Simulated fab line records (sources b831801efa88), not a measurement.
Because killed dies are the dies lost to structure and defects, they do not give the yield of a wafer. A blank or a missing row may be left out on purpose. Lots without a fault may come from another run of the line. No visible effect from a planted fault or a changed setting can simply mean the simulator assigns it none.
8D (eight disciplines) problem report, filled in by code ; flow sky130 ; the parts of the form that need people (team, actions taken, sign-off) are left out

## 1. THE ISSUE
SKY_FIELD_ISO_ETCH_17, run length s: mean 133.4 s over 1 wafer from 1 lot; wafers with no fault: 125.7 s, standard deviation 0.42. Relative to the usual mean, that is a shift of +18 standard deviations.
The step: etches Si in HBr/Cl2/O2, target depth 342 nm, time 97.7 s.
Seen first at day 3 02:14 on rie si-02, wafer L441.3. The record holds 33 wafers of 11 lots with a number at this step. The rule behind "out" and "out of limits": a value lying over 4 standard deviations away from the usual mean. Any other wafer with a number is counted as sound.

## 2. WHAT IT IS, WHAT IT ISN'T
question;is;is not
which readings at this step;run length s;chamber pressure mTorr, drypump motor current A, oes product au, throttle valve pct
which lots;L441;L437, L438, L439, L443, L450, L451, L454, L457, L458, L460
which wafers of those lots;L441.3;L441.1, L441.6
read on which tools;rie si-02;rie si-01
when;from day 3 02:14;"up to then (11 sound wafers); but 21 sound wafers of L443, L450, L451, L454, L457, L458, L460 came after"

## 3. WHAT RULES OUT EACH SUSPECT
Counting: if a tool at a process step up to the reading ran every lot that is out, it stays a suspect. Sound lots after the first of them don't rule it out here, since some wafers of a struck lot are sound.
- plasma asher-04 at SKY_FIELD_ISO_STRIP_16 (strips in O2/N2): kept. L441, the lot that is out, went through it at day 3 02:08; up to then, the latest sound lot through it was L438 at day 2 11:26.
- rie si-02 at SKY_FIELD_ISO_ETCH_17 (etches Si in HBr/Cl2/O2, target depth 342 nm, time 97.7 s): kept. L441, the lot that is out, went through it at day 3 02:14; up to then, the latest sound lot through it was L437 at day 2 07:16. Out on those wafers are its own readings of run length s.
- At SKY_FIELD_ISO_ETCH_17 on rie si-02, chamber 0 took the sound wafers of the same lots and chamber 1 took the wafers that are out.
After counting, plasma asher-04 at SKY_FIELD_ISO_STRIP_16 and rie si-02 at SKY_FIELD_ISO_ETCH_17 remain.

## 4. THE CAUSE (what the simulator had put in)
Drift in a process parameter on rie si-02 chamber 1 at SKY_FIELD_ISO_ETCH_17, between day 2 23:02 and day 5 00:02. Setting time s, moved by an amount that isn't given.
Of the 2 suspects that counting leaves, this tool is one.

## 5. THE EFFECT CHAIN, in route order
Rows list readings where the struck wafers' mean (over those with a number) sits beyond 3 standard deviations from the usual. Only readings for which the record gives a usual standard deviation are gone through. hours: the time from each lot's start at the first step in this table that gives one to its start at this step, as a median over the lots. sigmas: the change in usual standard deviations.
hours;step;reading;usual;on struck wafers;change;sigmas
0;SKY_FIELD_ISO_ETCH_17;run length s;125.7 s;133.4;+7.7;+18
Its process steps:
- SKY_FIELD_ISO_ETCH_17: etches Si in HBr/Cl2/O2, target depth 342 nm, time 97.7 s.
At these later measuring or inspecting steps, every struck wafer for which the step has a row has a number for every such reading, and none has moved that far: SKY_VT_ADJUST_HVTR_OVL_MEAS_08, SKY_POLY_GATE_CD_MEAS_13.

## 6. HOW IT WOULD HAVE BEEN CAUGHT EARLIER
First out-of-limits reading in this record: day 3 02:14, which is 3 hours after fault onset at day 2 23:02.
